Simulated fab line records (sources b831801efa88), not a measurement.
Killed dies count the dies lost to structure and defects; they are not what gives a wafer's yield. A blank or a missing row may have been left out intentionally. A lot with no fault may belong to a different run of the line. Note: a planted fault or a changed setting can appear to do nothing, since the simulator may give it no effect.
What tool caused it? | flow sky130 | Sampling: 12 lots, 36 wafers, 3 of 708 route steps

== WHAT THE GAUGES READ, wafer by wafer ==
SKY_FIELD_ISO_THK_MEAS_23.
lot  | measured    | on           | FIELD_ISO_OXIDATION_01_THK (nm)
L985 | day 2 11:47 | filmMetro-02 | 10.25 10.13 10.18
L987 | day 3 05:00 | filmMetro-01 | 10.09 10.11 10.11
L988 | day 3 08:56 | filmMetro-02 | 10.06 10.26 10.17
L991 | day 3 21:49 | filmMetro-02 | 10.18 10.11 10.09
L993 | day 4 16:37 | filmMetro-03 | 9.96 9.87 9.87
L995 | day 4 16:42 | filmMetro-03 | 9.60 9.66 9.62
L998 | day 5 10:52 | filmMetro-03 | 9.80 9.69 9.73
L997 | day 5 10:53 | filmMetro-02 | 9.88 9.83 9.93
L999 | day 5 18:49 | filmMetro-03 | 10.10 10.32 10.31
L101 | day 6 00:59 | filmMetro-02 | 9.94 9.80 9.85
L103 | day 6 13:05 | filmMetro-03 | 9.81 9.85 10.01
L104 | day 6 16:08 | filmMetro-01 | 9.63 9.76 9.51

SKY_VT_ADJUST_LVTN_TW_MEAS_21.
lot  | measured     | on           | VT_ADJUST_LVTN_2_TW
L985 | day 7 19:53  | filmMetro-01 | 186.7 185.6 187.1
L987 | day 9 07:21  | filmMetro-03 | 186.9 187.0 186.6
L988 | day 9 11:13  | filmMetro-01 | 184.9 184.7 185.7
L991 | day 9 23:59  | filmMetro-01 | 187.0 185.5 185.4
L993 | day 10 22:46 | filmMetro-01 | 185.1 185.2 186.1
L995 | day 10 23:23 | filmMetro-03 | 185.3 185.7 186.5
L998 | day 12 02:40 | filmMetro-04 | 190.9 190.2 190.5
L997 | day 12 01:35 | filmMetro-04 | 190.1 191.1 190.2
L999 | day 12 09:01 | filmMetro-01 | 228.6 227.3 228.4
L101 | day 12 17:34 | filmMetro-03 | 187.4 186.3 187.4
L103 | day 13 07:11 | filmMetro-04 | 232.3 231.6 230.3
L104 | day 13 09:56 | filmMetro-04 | 191.1 190.7 190.4

== WHAT TOOL EACH LOT RAN ON (gives the tool, then ch and the chambers of the sampled wafers, and finally the start) ==
lot  | SKY_VT_ADJUST_LVTN_IMPLANT_19
L985 | implanter-01 ch 0, day 7 19:39
L987 | implanter-03 ch 0, day 9 07:06
L988 | implanter-01 ch 0, day 9 10:58
L991 | implanter-03 ch 0, day 9 23:45
L993 | implanter-01 ch 0, day 10 22:31
L995 | implanter-03 ch 0, day 10 23:10
L998 | implanter-03 ch 0, day 12 02:25
L997 | implanter-01 ch 0, day 12 01:20
L999 | implanter-02 ch 0, day 12 08:19
L101 | implanter-02 ch 0, day 12 17:19
L103 | implanter-01 ch 0, day 13 06:37
L104 | implanter-03 ch 0, day 13 09:41
- SKY_VT_ADJUST_LVTN_IMPLANT_19

== WHAT THE TOOLS THEMSELVES READ (means of the sampled wafers that have a number; where no wafer has one, the mark that the record gives instead) ==
The record holds no such reading with a usual standard deviation.

== THE ANSWER, worked out from the rows above alone ==
Rule: what is usual is taken from the lots themselves. The widest of any qualifying gaps counts: lots, ordered by their means at a reading, are off when they make up no more than a third of the lots, leave a main group of 4 or more, and stand apart from it by 3 or more times the standard deviation of that group's means. If all means in a main group match to the digits the tables above print for the reading, that group is not used. A lot without any number at a reading at which 4 lots or more have one is off too. Any other lot the step has rows for is counted as sound. First the gauges in route order, then the tools' own readings, where a lot's mean is used as printed above. The first step at which some lot is off is used, and at that step the reading that is off furthest; a lot without a number counts as furthest.
Off: L999, L103, seen at SKY_VT_ADJUST_LVTN_TW_MEAS_21 (VT_ADJUST_LVTN_2_TW). The main group has a mean of 187.4 with a standard deviation of 2.1.
A tool fits if, at a process step before that reading, it ran every lot that is off, and no sound lot after the first of them. Those tools and the gauges at SKY_VT_ADJUST_LVTN_TW_MEAS_21 are tried in the same way. None of those tried fits.

== WHAT THE SIMULATOR PUT IN ==
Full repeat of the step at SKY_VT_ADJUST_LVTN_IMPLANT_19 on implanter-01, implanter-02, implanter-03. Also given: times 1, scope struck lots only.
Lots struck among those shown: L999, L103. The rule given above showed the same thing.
